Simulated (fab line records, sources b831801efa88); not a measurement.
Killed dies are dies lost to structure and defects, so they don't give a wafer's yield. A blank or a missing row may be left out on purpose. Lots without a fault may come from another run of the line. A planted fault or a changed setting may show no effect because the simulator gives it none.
fab line records | flow sky130
record lots=5 wafers=15 last_day=50
route steps=708 shown METAL1@437 VIA1@458
lots that met no fault: from a run of the same line without faults
start_h: hours from the record's first day to the start of the lot's first wafer shown | wait_h: hours since the lot's step before | " the same as in the row above | L1.1+2: a row that stands for several wafers | - no value, or no start given | * or withheld: withheld | < > ~ a bound
route shown NAME@n: a module of which the file shows steps, and the number in the route of the first | usual: mean/standard deviation of fault-free wafers | same: alike in all rows | chamber/n: place in a boat | sites: the reading at each site | _std_site: their standard deviation | _edge_site: outer sites' mean less inner sites' | radius_mm: how far each site lies from the wafer's centre | mask NAME#n: copy n | behind: the tool/chamber that last shaped the wafer | hold: why the lot was held/for how many hours/how that ended | device: the transistor (n, p or np) that didn't switch | end of line: the same wafers' tests at the end of the route | a step without rows: its recipe alone | killed: dies lost to structure and defects at the first sort, not the wafer's yield | map: a wafer's dies, x killed, . not, _ none there
set.NAME: the setting as run; set.NAME@STEP: as run at that earlier step | model.NAME: the simulator's own value behind a step, which no gauge read
lots at some steps of the route; a table a step, a row a wafer
services: from which hour (start_h, from the record's first day; less than 0 if before it) a tool's chamber was out of use, for how many hours, and why
## steps
# step SKY_METAL1_SPUTTER_03
# recipe material=Ti target_thk_nm=5 power_w=3000 time_s=3.3 chamber_pressure_pa=0.4
# usual throttle_valve_pct=30.0/0.67
# same time_s=3.3
# columns lot.wafer tool chamber start_h wait_h throttle_valve_pct
L074.2 pvd_sputter-01 - 739.40 0.0 29.7
L074.4 " - " " 30.3
L074.5 " - " " 30.5
L079.1 pvd_sputter-01 - 778.90 0.0 30.8
L079.3 " - " " 29.6
L079.4 " - " " 29.6
L088.1 pvd_sputter-04 - 854.21 0.0 28.7
L088.4 " - " " 29.5
L088.6 " - " " 29.3
L092.1 pvd_sputter-01 - 879.88 0.0 29.6
L092.2 " - " " 29.6
L092.5 " - " " 31.1
L095.2 pvd_sputter-03 - 916.55 0.0 30.5
L095.3 " - " " 30.6
L095.6 " - " " 30.4
# step SKY_METAL1_SPUTTER_04
# recipe material=TiN target_thk_nm=70 power_w=6500 time_s=58.3 chamber_pressure_pa=0.4
# usual throttle_valve_pct=30.0/0.65
# same time_s=58.3
# columns lot.wafer tool chamber start_h wait_h throttle_valve_pct
L074.2 pvd_sputter-01 - 739.42 0.0 30.0
L074.4 " - " " 30.1
L074.5 " - " " 30.7
L079.1 pvd_sputter-01 - 778.92 0.0 31.1
L079.3 " - " " 30.0
L079.4 " - " " 29.5
L088.1 pvd_sputter-04 - 854.23 0.0 28.8
L088.4 " - " " 29.3
L088.6 " - " " 29.4
L092.1 pvd_sputter-01 - 879.90 0.0 29.6
L092.2 " - " " 29.9
L092.5 " - " " 30.9
L095.2 pvd_sputter-03 - 916.57 0.0 30.4
L095.3 " - " " 30.5
L095.6 " - " " 30.4
# step SKY_METAL1_RS_MEAS_05
# recipe thk_meas_gauge=four-point-probe reads=TiN_of_METAL1_SPUTTER_04+Ti_of_METAL1_SPUTTER_03+AlCu_of_METAL1_SPUTTER_02+TiN_of_METAL1_SPUTTER_01+Ti_of_METAL1_SPUTTER_00
# usual METAL1_ALCU_RS=0.1274/0.0012
# columns lot.wafer tool chamber start_h wait_h METAL1_ALCU_RS[ohm/sq]
L074.2 film_metro-01 - 739.48 0.0 0.1262
L074.4 " - " " 0.1257
L074.5 " - " " 0.1261
L079.1 film_metro-01 - 778.97 0.0 0.1261
L079.3 " - " " 0.1272
L079.4 " - " " 0.1264
L088.1 film_metro-04 - 854.28 0.0 0.1282
L088.4 " - " " 0.1285
L088.6 " - " " 0.1272
L092.1 film_metro-03 - 879.95 0.0 0.1267
L092.2 " - " " 0.1269
L092.5 " - " " 0.1266
L095.2 film_metro-01 - 916.64 0.0 0.1277
L095.3 " - " " 0.1287
L095.6 " - " " 0.1283
# step SKY_METAL1_THK_MEAS_06
# recipe thk_meas_gauge=xrf reads=AlCu_of_METAL1_SPUTTER_02
# usual METAL1_ALCU_THK=251.5/2.6
# columns lot.wafer tool chamber start_h wait_h METAL1_ALCU_THK[nm]
L074.2 film_metro-01 - 739.59 0.1 252.4
L074.4 " - " " 254.3
L074.5 " - " " 254.2
L079.1 film_metro-01 - 779.09 0.1 254.6
L079.3 " - " " 253.8
L079.4 " - " " 252.6
L088.1 film_metro-04 - 854.40 0.1 251.6
L088.4 " - " " 252.7
L088.6 " - " " 253.4
L092.1 film_metro-03 - 880.07 0.1 248.8
L092.2 " - " " 251.2
L092.5 " - " " 250.6
L095.2 film_metro-01 - 916.75 0.1 251.6
L095.3 " - " " 251.9
L095.6 " - " " 250.4
# step SKY_METAL1_DEHYDRATE_07
# recipe temp_c=200 time_s=60
# same time_s=60
# columns lot.wafer tool chamber start_h wait_h
L074.2+4+5 litho_track-03 0 753.08 13.5
L079.1+3+4 litho_track-04 0 791.22 12.1
L088.1+4+6 litho_track-04 0 866.87 12.5
L092.1+2+5 litho_track-03 0 893.01 12.9
L095.2+3+6 litho_track-02 0 928.94 12.2
# step SKY_METAL1_HMDS_08
# recipe prime_time_s=60 prime_temp_c=120
# columns lot.wafer tool chamber start_h wait_h
L074.2+4+5 litho_track-03 0 753.23 0.1
L079.1+3+4 litho_track-04 0 791.37 0.1
L088.1+4+6 litho_track-04 0 867.02 0.1
L092.1+2+5 litho_track-03 0 893.16 0.1
L095.2+3+6 litho_track-02 0 929.09 0.1
# step SKY_METAL1_COAT_09
# recipe resist=BARC temp_c=withheld time_s=withheld spin_rpm=3000 resist_thk_nm=60
# usual spin_speed_rpm=2999.9/1.8
# columns lot.wafer tool chamber start_h wait_h spin_speed_rpm
L074.2 litho_track-03 0 753.38 0.1 2999.5
L074.4 " 0 " " 2996.8
L074.5 " 0 " " 2998.3
L079.1 litho_track-04 0 791.52 0.1 3003.0
L079.3 " 0 " " 3000.4
L079.4 " 0 " " 3003.1
L088.1 litho_track-04 0 867.17 0.1 2998.8
L088.4 " 0 " " 2996.7
L088.6 " 0 " " 2998.7
L092.1 litho_track-03 0 893.31 0.1 2997.5
L092.2 " 0 " " 2997.7
L092.5 " 0 " " 3002.8
L095.2 litho_track-02 0 929.24 0.1 3000.5
L095.3 " 0 " " 3001.5
L095.6 " 0 " " 3001.9
# step SKY_METAL1_COAT_10
# recipe resist=KrF-thick spin_rpm=3000 resist_thk_nm=450
# usual spin_speed_rpm=3000.1/1.9
# columns lot.wafer tool chamber start_h wait_h spin_speed_rpm
L074.2 litho_track-03 0 - - 2998.1
L074.4 " 0 " " 2999.8
L074.5 " 0 " " 2998.6
L079.1 litho_track-04 0 - - 2999.7
L079.3 " 0 " " 3000.3
L079.4 " 0 " " 2999.2
L088.1 litho_track-04 0 - - 2998.3
L088.4 " 0 " " 2995.6
L088.6 " 0 " " 2997.4
L092.1 litho_track-03 0 - - 2999.8
L092.2 " 0 " " 2999.1
L092.5 " 0 " " 3001.8
L095.2 litho_track-02 0 - - 3001.7
L095.3 " 0 " " 3000.4
L095.6 " 0 " " 3001.1
# step SKY_METAL1_SOFTBAKE_11
# recipe temp_c=100 time_s=90 resist=KrF-thick
# same time_s=90
# columns lot.wafer tool chamber start_h wait_h
L074.2+4+5 litho_track-03 0 - -
L079.1+3+4 litho_track-04 0 - -
L088.1+4+6 litho_track-04 0 - -
L092.1+2+5 litho_track-03 0 - -
L095.2+3+6 litho_track-02 0 - -
# step SKY_METAL1_EXPOSE_12
# recipe mask_id=MM1 na=0.8 source_shape=annular sigma_inner=0.55 sigma_outer=0.85 target_cd_nm=140 dose_mj=28
# usual reticle_temp_C=23.01/0.1
# same na=0.8
# columns lot.wafer tool chamber start_h wait_h mask reticle_temp_C
L074.2 krf_scanner-02 0 - - MM1#0 22.91
L074.4 " 0 " " MM1#0 23.07
L074.5 " 0 " " MM1#0 22.97
L079.1 krf_scanner-02 0 - - MM1#0 23.08
L079.3 " 0 " " MM1#0 22.96
L079.4 " 0 " " MM1#0 23.17
L088.1 krf_scanner-02 0 - - MM1#0 23.08
L088.4 " 0 " " MM1#0 23.09
L088.6 " 0 " " MM1#0 22.89
L092.1 krf_scanner-02 0 - - MM1#0 22.90
L092.2 " 0 " " MM1#0 23.05
L092.5 " 0 " " MM1#0 23.00
L095.2 krf_scanner-01 0 - - MM1#0 23.03
L095.3 " 0 " " MM1#0 23.06
L095.6 " 0 " " MM1#0 23.05
# step SKY_METAL1_PEB_13
# recipe peb_temp_c=withheld peb_time_s=withheld resist=KrF-thick
# columns lot.wafer tool chamber start_h wait_h
L074.2+4+5 litho_track-02 0 - -
L079.1+3+4 litho_track-03 0 - -
L088.1+4+6 litho_track-03 0 - -
L092.1+2+5 litho_track-04 0 - -
L095.2+3+6 litho_track-02 0 - -
# step SKY_METAL1_DEVELOP_14
# recipe develop_time_s=60 resist=KrF-thick dev_temp_c=21
# columns lot.wafer tool chamber start_h wait_h
L074.2+4+5 litho_track-02 0 - -
L079.1+3+4 litho_track-03 0 - -
L088.1+4+6 litho_track-03 0 - -
L092.1+2+5 litho_track-04 0 - -
L095.2+3+6 litho_track-02 0 - -
# step SKY_METAL1_CD_MEAS_15
# recipe target_cd_nm=140
# usual cd_nm=139.9/1.6
# columns lot.wafer tool chamber start_h wait_h cd_nm
L074.2 cd_sem-02 - 767.59 - 142.0
L074.4 " - " " 139.8
L074.5 " - " " 142.4
L079.1 cd_sem-01 - 805.36 - 141.5
L079.3 " - " " 140.5
L079.4 " - " " 141.8
L088.1 cd_sem-02 - 881.56 - 139.8
L088.4 " - " " 139.7
L088.6 " - " " 138.8
L092.1 cd_sem-02 - 906.97 - 140.4
L092.2 " - " " 141.1
L092.5 " - " " 139.3
L095.2 cd_sem-02 - 941.69 - 139.7
L095.3 " - " " 139.1
L095.6 " - " " 139.4
# step SKY_METAL1_OVL_MEAS_16
# usual METAL1_OVL=-1/5
# columns lot.wafer tool chamber start_h wait_h METAL1_OVL[nm]
L074.2 overlay-02 - 767.69 0.1 1
L074.4 " - " " 1
L074.5 " - " " 1
L079.1 overlay-01 - 805.48 0.1 -5
L079.3 " - " " -10
L079.4 " - " " -4
L088.1 overlay-01 - 881.68 0.1 -2
L088.4 " - " " -11
L088.6 " - " " -8
L092.1 overlay-01 - 907.09 0.1 8
L092.2 " - " " 6
L092.5 " - " " 10
L095.2 overlay-02 - 941.80 0.1 -9
L095.3 " - " " -1
L095.6 " - " " -6
# step SKY_METAL1_DESCUM_17
# recipe chemistry=O2 source_power_w=150 bias_power_w=0 pressure_mtorr=10 temp_c=40 time_s=8
# usual drypump_motor_current_A=5.79/0.27 oes_product_au=1.004/0.01
# same time_s=8
# columns lot.wafer tool chamber start_h wait_h drypump_motor_current_A oes_product_au rf_hours_counter_h
L074.2 rie_metal-02 0 767.72 0.0 6.05 0.998 10
L074.4 " 1 " " 5.48 1.009 -
L074.5 " 1 " " 5.46 0.996 -
L079.1 rie_metal-02 0 805.52 0.0 6.01 1.004 11
L079.3 " 1 " " 5.45 0.991 -
L079.4 " 0 " " 6.06 1.013 -
L088.1 rie_metal-03 1 881.72 0.0 6.26 0.997 5
L088.4 " 0 " " 5.47 0.997 -
L088.6 " 1 " " 6.31 1.005 -
L092.1 rie_metal-01 0 907.12 0.0 5.71 1.006 10
L092.2 " 1 " " 5.84 1.012 13
L092.5 " 0 " " 5.72 1.015 -
L095.2 rie_metal-02 1 941.83 0.0 5.48 0.992 13
L095.3 " 1 " " 5.47 1.002 -
L095.6 " 1 " " 5.46 0.987 -
# step SKY_METAL1_ETCH_18
# recipe chemistry=N2/H2 target=BARC ion_energy_ev=200 bias_w=100 pressure_mtorr=30 n2_flow_sccm=100 h2_flow_sccm=200 icp_w=500 stop_on=SiO2 time_s=45.9 target_depth_a=600
# usual drypump_motor_current_A=5.80/0.27 oes_product_au=0.854/0.0047 throttle_valve_pct=13.224/0.0096
# same time_s=45.9
# columns lot.wafer tool chamber start_h wait_h drypump_motor_current_A oes_product_au rf_hours_counter_h throttle_valve_pct
L074.2 rie_metal-02 0 767.76 0.0 6.03 0.852 10 13.232
L074.4 " 1 " " 5.48 0.859 - 13.224
L074.5 " 1 " " 5.49 0.856 - 13.231
L079.1 rie_metal-02 0 805.55 0.0 6.09 0.854 11 13.213
L079.3 " 1 " " 5.45 0.858 - 13.217
L079.4 " 0 " " 6.08 0.850 - 13.230
L088.1 rie_metal-03 1 881.75 0.0 6.27 0.850 5 13.236
L088.4 " 0 " " 5.47 0.857 - 13.217
L088.6 " 1 " " 6.30 0.856 - 13.218
L092.1 rie_metal-01 0 907.15 0.0 5.72 0.856 10 13.207
L092.2 " 1 " " 5.87 0.854 13 13.219
L092.5 " 0 " " 5.73 0.849 - 13.227
L095.2 rie_metal-02 1 941.86 0.0 5.48 0.854 13 13.242
L095.3 " 1 " " 5.46 0.861 - 13.233
L095.6 " 1 " " 5.46 0.846 - 13.227
# step SKY_METAL1_METAL_ETCH_19
# recipe target_depth_a=3600 stop_on=SiO2 over_etch_frac=0.3 time_s=78 chemistry=Cl2/BCl3 resist_sidewall_deg=88 pressure_mtorr=10 icp_w=900 bias_w=48.5 Cl2_flow_sccm=60 bcl3_flow_sccm=30
# usual bcl3_flow_sccm=30.00/0.089 drypump_motor_current_A=5.79/0.27 oes_product_au=0.854/0.0055 throttle_valve_pct=22.263/0.0093
# same time_s=78
# columns lot.wafer tool chamber start_h wait_h bcl3_flow_sccm drypump_motor_current_A oes_product_au rf_hours_counter_h throttle_valve_pct
L074.2 rie_metal-02 0 767.82 0.0 30.13 6.04 0.857 10 22.247
L074.4 " 1 " " 30.12 5.46 0.860 - 22.251
L074.5 " 1 " " 30.06 5.48 0.855 - 22.259
L079.1 rie_metal-02 0 805.61 0.0 30.05 6.07 0.857 11 22.257
L079.3 " 1 " " 29.92 5.45 0.854 - 22.276
L079.4 " 0 " " 29.87 6.05 0.862 - 22.262
L088.1 rie_metal-03 1 881.81 0.0 29.95 6.26 0.857 5 22.263
L088.4 " 0 " " 30.00 5.45 0.853 - 22.268
L088.6 " 1 " " 30.13 6.26 0.854 - 22.263
L092.1 rie_metal-01 0 907.22 0.0 29.99 5.73 0.855 10 22.288
L092.2 " 1 " " 29.98 5.86 0.861 13 22.269
L092.5 " 0 " " 29.87 5.72 0.862 - 22.275
L095.2 rie_metal-02 1 941.92 0.0 29.93 5.47 0.848 13 22.266
L095.3 " 1 " " 29.99 5.47 0.850 - 22.263
L095.6 " 1 " " 29.93 5.50 0.851 - 22.265
# step SKY_METAL1_STRIP_20
# recipe chemistry=O2/N2 power_w=1400 pressure_mtorr=1500 platen_temp_c=withheld o2_flow_sccm=3000 n2_flow_sccm=300 overash_fraction=0.5
# usual drypump_motor_current_A=5.2/0.4 oes_product_au=0.342/0.0049 strip_time_to_endpoint_s=2.68/0.05
# columns lot.wafer tool chamber start_h wait_h drypump_motor_current_A oes_product_au rf_hours_counter_h strip_time_to_endpoint_s
L074.2 plasma_asher-03 0 767.91 0.1 5.4 0.335 32 2.66
L074.4 " 0 " " 5.4 0.347 - 2.69
L074.5 " 0 " " 5.4 0.337 - 2.71
L079.1 plasma_asher-03 1 805.70 0.1 5.2 0.335 35 2.68
L079.3 " 0 " " 5.4 0.342 - 2.70
L079.4 " 1 " " 5.2 0.338 - 2.66
L088.1 plasma_asher-03 0 881.90 0.1 5.4 0.337 43 2.68
L088.4 " 0 " " 5.4 0.343 - 2.72
L088.6 " 0 " " 5.4 0.338 - 2.71
L092.1 plasma_asher-04 1 907.31 0.1 5.2 0.344 17 2.61
L092.2 " 0 " " 4.9 0.342 17 2.60
L092.5 " 0 " " 4.9 0.342 - 2.61
L095.2 plasma_asher-04 1 942.01 0.1 5.2 0.355 20 2.74
L095.3 " 0 " " 4.9 0.339 - 2.77
L095.6 " 1 " " 5.2 0.338 - 2.71
# step SKY_METAL1_STRIP_21
# recipe chemistry=post_etch_residue_remover time_s=1200 temp_c=72.5
# usual bath_heat_duty_pct=14.5/1.6
# same time_s=1200
# columns lot.wafer tool chamber start_h wait_h bath_heat_duty_pct
L074.2 wet_bench-03 1 768.01 0.1 12.8
L074.4 " 1 " " 12.7
L074.5 " 1 " " 12.6
L079.1 wet_bench-01 3 805.80 0.1 15.4
L079.3 " 3 " " 16.9
L079.4 " 3 " " 17.7
L088.1 wet_bench-01 2 882.00 0.1 14.6
L088.4 " 2 " " 13.7
L088.6 " 2 " " 15.3
L092.1 wet_bench-02 1 907.41 0.1 13.5
L092.2 " 1 " " 13.4
L092.5 " 1 " " 13.6
L095.2 wet_bench-02 1 942.11 0.1 13.1
L095.3 " 1 " " 14.7
L095.6 " 1 " " 14.1
# step SKY_METAL1_CLEAN_22
# recipe chemistry=IPA time_s=180 temp_c=25
# usual bath_heat_duty_pct=6.3/0.71
# same time_s=180
# columns lot.wafer tool chamber start_h wait_h bath_heat_duty_pct
L074.2 wet_bench-01 3 768.45 0.0 6.4
L074.4 " 3 " " 6.8
L074.5 " 3 " " 7.4
L079.1 wet_bench-02 0 806.14 0.0 6.6
L079.3 " 0 " " 6.2
L079.4 " 0 " " 6.3
L088.1 wet_bench-02 3 882.34 0.0 5.5
L088.4 " 3 " " 5.2
L088.6 " 3 " " 5.7
L092.1 wet_bench-01 2 908.09 0.0 7.0
L092.2 " 2 " " 6.7
L092.5 " 2 " " 7.4
L095.2 wet_bench-01 1 942.45 0.0 6.2
L095.3 " 1 " " 6.9
L095.6 " 1 " " 6.7
# step SKY_METAL1_CLEAN_23
# recipe chemistry=O3/DIW dry=n2_spin
# columns lot.wafer tool chamber start_h wait_h
L074.2+4+5 wet_bench-02 2 768.51 0.0
L079.1+3+4 wet_bench-03 2 806.20 0.0
L088.1+4+6 wet_bench-03 3 882.41 0.0
L092.1+2+5 wet_bench-03 0 908.15 0.0
L095.2+3+6 wet_bench-03 0 942.51 0.0
# step SKY_VIA1_HDPCVD_00
# recipe material=SiO2 target_thk_nm=1030 sigma_open_frac=0.3 time_s=171.7 temp_c=400 sih4_flow_sccm=60 pressure_mtorr=6
# same time_s=171.7
# columns lot.wafer tool chamber start_h wait_h
L074.2+4+5 hdpcvd-02 2,0,2 768.61 0.0
L079.1+3+4 hdpcvd-02 0,0,1 806.29 0.0
L088.1+4+6 hdpcvd-02 1,2,1 882.50 0.0
L092.1+2+5 hdpcvd-01 0,1,0 908.25 0.0
L095.2+3+6 hdpcvd-01 2,0,0 942.60 0.0
# step SKY_VIA1_THK_MEAS_01
# recipe reads=SiO2_of_VIA1_HDPCVD_00
# usual VIA1_HDPCVD_THK=1036/10
# columns lot.wafer tool chamber start_h wait_h VIA1_HDPCVD_THK[nm]
L074.2 film_metro-03 - 768.73 0.1 1042
L074.4 " - " " 1036
L074.5 " - " " 1048
L079.1 film_metro-02 - 806.46 0.1 1047
L079.3 " - " " 1043
L079.4 " - " " 1057
L088.1 film_metro-03 - 882.61 0.1 1047
L088.4 " - " " 1049
L088.6 " - " " 1038
L092.1 film_metro-03 - 908.36 0.1 1031
L092.2 " - " " 1038
L092.5 " - " " 1040
L095.2 film_metro-02 - 942.72 0.1 1033
L095.3 " - " " 1033
L095.6 " - " " 1031
# step SKY_VIA1_CMP_02
# recipe material=SiO2 down_force_psi=4 platen_rpm=60 pad_velocity_m_s=0.94248
# usual motor_current_A=12.3/1.8 platen_rpm=60.00/0.037
# columns lot.wafer tool chamber start_h wait_h motor_current_A platen_rpm
L074.4 cmp-02 0 768.83 0.1 12.2 59.93
L074.2 " 1 " " 9.0 60.04
L074.5 " 0 " " 12.2 59.94
L079.3 cmp-02 1 806.57 0.1 9.4 60.02
L079.4 " 2 " " 10.9 60.08
L079.1 " 3 " " 11.1 59.94
L088.1 cmp-01 3 882.72 0.1 15.6 60.04
L088.4 " 0 " " 13.4 60.02
L088.6 " 2 " " 10.5 59.97
L092.2 cmp-01 3 908.47 0.1 15.6 59.98
L092.1 " 0 " " 14.2 60.00
L092.5 " 3 " " 15.2 60.06
L095.3 cmp-02 3 942.77 0.0 11.3 60.07
L095.2 " 2 " " 10.6 60.04
L095.6 " 3 " " 11.0 60.03
# step SKY_VIA1_BOW_MEAS_03
# recipe mode=bow
# usual VIA1_BOW=81/7
# columns lot.wafer tool chamber start_h wait_h VIA1_BOW[um]
L074.2 film_metro-03 - 769.10 0.2 92
L074.4 " - " " 82
L074.5 " - " " 82
L079.1 film_metro-02 - 806.82 0.1 86
L079.3 " - " " 90
L079.4 " - " " 81
L088.1 film_metro-04 - 882.97 0.2 74
L088.4 " - " " 89
L088.6 " - " " 82
L092.1 film_metro-04 - 908.72 0.1 88
L092.2 " - " " 85
L092.5 " - " " 79
L095.2 film_metro-04 - 943.09 0.1 84
L095.3 " - " " 70
L095.6 " - " " 92
# step SKY_VIA1_DEHYDRATE_04
# recipe temp_c=200 time_s=60
# same time_s=60
# columns lot.wafer tool chamber start_h wait_h
L074.2+4+5 litho_track-03 0 782.13 13.0
L079.1+3+4 litho_track-03 0 819.81 13.0
L088.1+4+6 litho_track-04 0 894.92 11.9
L092.1+2+5 litho_track-01 0 920.51 11.8
L095.2+3+6 litho_track-01 0 955.08 12.0
# step SKY_VIA1_HMDS_05
# recipe prime_time_s=60 prime_temp_c=120
# columns lot.wafer tool chamber start_h wait_h
L074.2+4+5 litho_track-03 0 782.28 0.1
L079.1+3+4 litho_track-03 0 819.96 0.1
L088.1+4+6 litho_track-04 0 895.07 0.1
L092.1+2+5 litho_track-01 0 920.66 0.1
L095.2+3+6 litho_track-01 0 955.23 0.1
# step SKY_VIA1_COAT_06
# recipe resist=BARC temp_c=withheld time_s=withheld spin_rpm=3000 resist_thk_nm=60
# usual spin_speed_rpm=3000.0/1.7
# columns lot.wafer tool chamber start_h wait_h spin_speed_rpm
L074.2 litho_track-03 0 782.43 0.1 2998.7
L074.4 " 0 " " 2999.2
L074.5 " 0 " " 3000.1
L079.1 litho_track-03 0 820.11 0.1 3002.1
L079.3 " 0 " " 3001.8
L079.4 " 0 " " 2999.5
L088.1 litho_track-04 0 895.22 0.1 3000.5
L088.4 " 0 " " 3001.3
L088.6 " 0 " " 3002.3
L092.1 litho_track-01 0 920.81 0.1 2998.8
L092.2 " 0 " " 2999.5
L092.5 " 0 " " 2998.4
L095.2 litho_track-01 0 955.38 0.1 3002.1
L095.3 " 0 " " 3000.5
L095.6 " 0 " " 2999.3
# step SKY_VIA1_COAT_07
# recipe resist=KrF-thick spin_rpm=3000 resist_thk_nm=450
# usual spin_speed_rpm=2999.9/1.8
# columns lot.wafer tool chamber start_h wait_h spin_speed_rpm
L074.2 litho_track-03 0 - - 2998.5
L074.4 " 0 " " 3002.4
L074.5 " 0 " " 2998.6
L079.1 litho_track-03 0 - - 2998.4
L079.3 " 0 " " 2996.8
L079.4 " 0 " " 2999.7
L088.1 litho_track-04 0 - - 2996.3
L088.4 " 0 " " 3002.0
L088.6 " 0 " " 3001.1
L092.1 litho_track-01 0 - - 3001.0
L092.2 " 0 " " 2999.3
L092.5 " 0 " " 3001.1
L095.2 litho_track-01 0 - - 2998.7
L095.3 " 0 " " 2999.5
L095.6 " 0 " " 2998.3
# step SKY_VIA1_SOFTBAKE_08
# recipe temp_c=100 time_s=90 resist=KrF-thick
# same time_s=90
# columns lot.wafer tool chamber start_h wait_h
L074.2+4+5 litho_track-03 0 - -
L079.1+3+4 litho_track-03 0 - -
L088.1+4+6 litho_track-04 0 - -
L092.1+2+5 litho_track-01 0 - -
L095.2+3+6 litho_track-01 0 - -
# step SKY_VIA1_EXPOSE_09
# recipe mask_id=VIM na=0.8 source_shape=annular sigma_inner=0.55 sigma_outer=0.85 target_cd_nm=150 dose_mj=38
# usual reticle_temp_C=23.02/0.1
# same na=0.8
# columns lot.wafer tool chamber start_h wait_h mask reticle_temp_C
L074.2 krf_scanner-02 0 - - VIM#0 23.17
L074.4 " 0 " " VIM#0 22.87
L074.5 " 0 " " VIM#0 22.92
L079.1 krf_scanner-02 0 - - VIM#0 22.99
L079.3 " 0 " " VIM#0 22.96
L079.4 " 0 " " VIM#0 23.13
L088.1 krf_scanner-02 0 - - VIM#0 23.09
L088.4 " 0 " " VIM#0 23.03
L088.6 " 0 " " VIM#0 23.13
L092.1 krf_scanner-01 0 - - VIM#0 22.91
L092.2 " 0 " " VIM#0 22.92
L092.5 " 0 " " VIM#0 23.03
L095.2 krf_scanner-02 0 - - VIM#0 23.08
L095.3 " 0 " " VIM#0 23.13
L095.6 " 0 " " VIM#0 22.80
# step SKY_VIA1_PEB_10
# recipe peb_temp_c=withheld peb_time_s=withheld resist=KrF-thick
# columns lot.wafer tool chamber start_h wait_h
L074.2+4+5 litho_track-04 0 - -
L079.1+3+4 litho_track-04 0 - -
L088.1+4+6 litho_track-03 0 - -
L092.1+2+5 litho_track-01 0 - -
L095.2+3+6 litho_track-01 0 - -
# step SKY_VIA1_DEVELOP_11
# recipe develop_time_s=60 resist=KrF-thick dev_temp_c=21
# columns lot.wafer tool chamber start_h wait_h
L074.2+4+5 litho_track-04 0 - -
L079.1+3+4 litho_track-04 0 - -
L088.1+4+6 litho_track-03 0 - -
L092.1+2+5 litho_track-01 0 - -
L095.2+3+6 litho_track-01 0 - -
# step SKY_VIA1_CD_MEAS_12
# recipe target_cd_nm=150
# usual cd_nm=150.1/1.7
# columns lot.wafer tool chamber start_h wait_h cd_nm
L074.2 cd_sem-02 - 796.24 - 149.6
L074.4 " - " " 151.9
L074.5 " - " " 151.1
L079.1 cd_sem-01 - 833.07 - 148.0
L079.3 " - " " 146.8
L079.4 " - " " 147.4
L088.1 cd_sem-01 - 908.36 - 151.0
L088.4 " - " " 151.0
L088.6 " - " " 150.3
L092.1 cd_sem-01 - 933.86 - 148.9
L092.2 " - " " 148.2
L092.5 " - " " 149.2
L095.2 cd_sem-01 - 968.03 - 147.4
L095.3 " - " " 147.9
L095.6 " - " " 146.8
# step SKY_VIA1_OVL_MEAS_13
# usual VIA1_OVL=-3/4.6
# columns lot.wafer tool chamber start_h wait_h VIA1_OVL[nm]
L074.2 overlay-01 - 796.34 0.1 -5
L074.4 " - " " -4
L074.5 " - " " -2
L079.1 overlay-01 - 833.19 0.1 -6
L079.3 " - " " -3
L079.4 " - " " -8
L088.1 overlay-01 - 908.48 0.1 3
L088.4 " - " " -7
L088.6 " - " " 0
L092.1 overlay-02 - 933.98 0.1 -12
L092.2 " - " " -8
L092.5 " - " " -12
L095.2 overlay-01 - 968.14 0.1 -4
L095.3 " - " " 2
L095.6 " - " " -3
# step SKY_VIA1_ETCH_14
# recipe chemistry=N2/H2 target=BARC ion_energy_ev=200 source_w=500 bias_w=100 pressure_mtorr=30 n2_flow_sccm=100 h2_flow_sccm=200 stop_on=SiO2 time_s=45.9 target_depth_a=600
# usual drypump_motor_current_A=5.8/0.44 oes_product_au=0.854/0.0051 throttle_valve_pct=13.225/0.01
# same time_s=45.9
# columns lot.wafer tool chamber start_h wait_h drypump_motor_current_A oes_product_au rf_hours_counter_h throttle_valve_pct
L074.2 rie_diel-02 1 796.37 0.0 5.6 0.859 18 13.218
L074.4 " 2 " " 5.7 0.857 23 13.210
L074.5 " 0 " " 6.2 0.863 - 13.234
L079.1 rie_diel-02 1 833.22 0.0 5.6 0.855 19 13.216
L079.3 " 3 " " 6.3 0.852 7 13.217
L079.4 " 2 " " 5.7 0.855 24 13.233
L088.1 rie_diel-02 3 908.52 0.0 6.3 0.847 10 13.225
L088.4 " 2 " " 5.7 0.855 27 13.211
L088.6 " 3 " " 6.3 0.854 - 13.224
L092.1 rie_diel-02 2 934.02 0.0 5.7 0.841 27 13.237
L092.2 " 1 " " 5.6 0.857 22 13.223
L092.5 " 3 " " 6.3 0.849 - 13.254
L095.2 rie_diel-02 0 968.17 0.0 6.2 0.862 14 13.232
L095.3 " 3 " " 6.3 0.853 11 13.207
L095.6 " 0 " " 6.3 0.849 - 13.217
# step SKY_VIA1_ETCH_15
# recipe target=SiO2 chemistry=C4F8/O2/Ar target_depth_nm=351 stop_on=TiN mask_material=KrF-thick source_w=1500 bias_w=1200 pressure_mtorr=40 c4f8_flow_sccm=withheld O2_flow_sccm=6 Ar_flow_sccm=300 time_s=54
# usual oes_product_au=0.984/0.0063
# same time_s=54
# columns lot.wafer tool chamber start_h wait_h oes_product_au rf_hours_counter_h
L074.2 rie_diel-02 1 796.41 0.0 0.991 18
L074.4 " 2 " " 0.978 23
L074.5 " 0 " " 0.985 -
L079.1 rie_diel-02 1 833.26 0.0 0.994 19
L079.3 " 3 " " 0.981 7
L079.4 " 2 " " 0.981 24
L088.1 rie_diel-02 3 908.56 0.0 0.991 10
L088.4 " 2 " " 0.984 27
L088.6 " 3 " " 1.002 -
L092.1 rie_diel-02 2 934.06 0.0 0.973 27
L092.2 " 1 " " 0.987 22
L092.5 " 3 " " 0.978 -
L095.2 rie_diel-02 0 968.21 0.0 0.974 14
L095.3 " 3 " " 0.976 12
L095.6 " 0 " " 0.983 -
## services
# columns tool chamber start_h hours kind
rie_metal-02 - 715.94 0.7 repair
cmp-02 - 716.76 0.8 repair
krf_scanner-02 - 730.81 0.5 repair
cmp-02 - 745.46 0.4 repair
wet_bench-02 - 756.23 7.6 repair
rie_diel-02 - 756.31 14.6 pm
pvd_sputter-01 - 756.69 4.0 repair
krf_scanner-02 - 771.45 0.3 repair
hdpcvd-02 2 785.13 23.3 repair
pvd_sputter-01 - 786.14 1.7 repair
krf_scanner-02 - 795.13 2.1 repair
krf_scanner-02 - 833.74 0.8 pm
krf_scanner-02 - 836.14 0.8 pm
krf_scanner-02 - 844.14 1.3 pm
pvd_sputter-01 - 853.43 13.4 repair
rie_metal-02 - 856.83 0.1 repair
krf_scanner-02 - 862.43 1.0 pm
rie_diel-02 0 882.10 8.4 repair
krf_scanner-02 - 888.61 4.4 pm
krf_scanner-02 - 897.02 0.3 repair
krf_scanner-02 - 919.18 0.3 repair
wet_bench-02 - 920.85 4.7 repair
pvd_sputter-01 - 921.39 1.7 repair
pvd_sputter-01 - 967.40 4.0 repair
## key
fault none
